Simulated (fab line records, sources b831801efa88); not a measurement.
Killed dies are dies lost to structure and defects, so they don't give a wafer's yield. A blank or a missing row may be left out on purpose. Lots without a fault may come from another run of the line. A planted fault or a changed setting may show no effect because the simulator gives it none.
A struck lot beside a sound one | flow sky130 | 16 steps out of a route of 708
Sound: wafers L378.1, L378.3, L378.4. Struck: wafers L388.1, L388.3, L388.6. The cause comes at the end.
At each step with rows: each side's tool, then ch and its chambers, then its first start. Under that, the readings that differ: sound wafers | struck wafers | difference of the means | sigmas: that difference in standard deviations of wafers without a fault.
alike: readings whose means differ by less than 2 such deviations, and words and numbers that are the same on both sides. not compared: withheld readings, readings that some wafer has no value for, bounds like >300 that may hide the same value, and numbers for which the record gives no deviation and whose values overlap.
The two part at a step that has a row with sigmas, a row that says differs or no value, or rows on one side only. Numbers that don't overlap but have no deviation are shown without sigmas and don't part them. A reading that every wafer of one side lacks parts them only if that side has two wafers or more.

SKY_LOCAL_INTERCONNECT_THK_MEAS_02: measures by xrf.
  sound on film_metro-01, day 30 21:47; struck on film_metro-03, day 33 19:13
  alike: LOCAL_INTERCONNECT_TIN_THK
then, 8 steps without rows for these wafers: SKY_LOCAL_INTERCONNECT_DEHYDRATE_03 (time 60 s); SKY_LOCAL_INTERCONNECT_HMDS_04 (prime time 60 s); SKY_LOCAL_INTERCONNECT_COAT_05 (resist thk 60 nm); SKY_LOCAL_INTERCONNECT_COAT_06 (resist thk 450 nm); SKY_LOCAL_INTERCONNECT_SOFTBAKE_07 (time 90 s); SKY_LOCAL_INTERCONNECT_EXPOSE_08 (exposes mask LI1M, target cd 170 nm); SKY_LOCAL_INTERCONNECT_PEB_09; SKY_LOCAL_INTERCONNECT_DEVELOP_10 (develop time 60 s).
SKY_LOCAL_INTERCONNECT_CD_MEAS_11: target cd 170 nm.
  sound on cd_sem-01, day 32 00:49; struck on cd_sem-02, day 34 22:04
  alike: cd_nm
SKY_LOCAL_INTERCONNECT_OVL_MEAS_12:
  sound on overlay-02, day 32 00:56; struck on overlay-02, day 34 22:11
  alike: LOCAL_INTERCONNECT_OVL
SKY_LOCAL_INTERCONNECT_ETCH_13: etches BARC in N2/H2, stops on SiO2, time 45.9 s, target depth 60 nm.
  sound on rie_metal-03 ch 0,1, day 32 00:58; struck on rie_metal-03 ch 0,1, day 34 22:13
  reading               | sound             | struck            | difference | sigmas
  oes_product_au (a.u.) | 0.866 0.860 0.859 | 0.846 0.857 0.853 | -0.010     | -2
  alike: bias_w, chamber_pressure_mTorr, drypump_motor_current_A, throttle_valve_pct
  not compared: rf_hours_counter_h
SKY_LOCAL_INTERCONNECT_METAL_ETCH_14: etches TiN in Cl2/BCl3, stops on PSG, target depth 110 nm, time 31.4 s.
  sound on rie_metal-03 ch 0,1, day 32 01:02; struck on rie_metal-03 ch 0,1, day 34 22:17
  no value came back on the struck wafers for any of 5 readings (bcl3_flow_sccm (sccm), bias_w (W) and others); on the sound wafers bcl3_flow_sccm (sccm) reads 30.07 29.98 30.02
  reading                                                   | sound             | struck            | difference | sigmas
  model.KrF-thick_of_LOCAL_INTERCONNECT_COAT_06.thk_nm (nm) | 351.2 352.4 351.7 | 393.1 390.5 393.1 | +40.5      |
  not compared: rf_hours_counter_h
SKY_LOCAL_INTERCONNECT_STRIP_15: strips in O2/N2.
  sound on plasma_asher-02 ch 0,1, day 32 01:05; struck on plasma_asher-02 ch 0,1, day 34 22:20
  reading                      | sound             | struck            | difference | sigmas
  oes_product_au (a.u.)        | 0.421 0.429 0.426 | 0.447 0.447 0.446 | +0.021     | +5
  strip_time_to_endpoint_s (s) | 4.742 4.770 4.759 | 5.208 5.175 5.208 | +0.440     | +23
  alike: drypump_motor_current_A
  not compared: rf_hours_counter_h
then, 1 step without rows for these wafers: SKY_LOCAL_INTERCONNECT_STRIP_16 (strips in post etch residue remover, time 1200 s).
-- the record jumps here: 14 days lie between the struck wafers' starts before and after (it left off in module LOCAL_INTERCONNECT and takes up again in module PAD_OPEN, whose first step shown is number 708 of the route) --
SKY_PAD_OPEN_PROBE_99:
  sound on prober-01, day 47 00:36; struck on prober-02, day 49 04:33
  reading            | sound    | struck                                                               | difference                   | sigmas
  hold               | - - -    | await_dispo/3.3h/scrap await_dispo/3.3h/scrap await_dispo/3.3h/scrap | no value on the sound wafers |
  killed_at_contacts | 25 28 24 | 431 439 424                                                          | +406                         | +74
  killed_dies        | 76 98 73 | 492 492 492                                                          | +410                         | +41
  killed_on_rim      | 13 21 19 | 96 96 96                                                             | +78                          | +20
  alike: killed_at_M0_to_M3, killed_at_M4_up, killed_at_front_end, killed_at_other, killed_open, killed_short

WHERE THEY PART
First at SKY_LOCAL_INTERCONNECT_ETCH_13; last, within this record, at SKY_PAD_OPEN_PROBE_99.

WHY: what the simulator had put in
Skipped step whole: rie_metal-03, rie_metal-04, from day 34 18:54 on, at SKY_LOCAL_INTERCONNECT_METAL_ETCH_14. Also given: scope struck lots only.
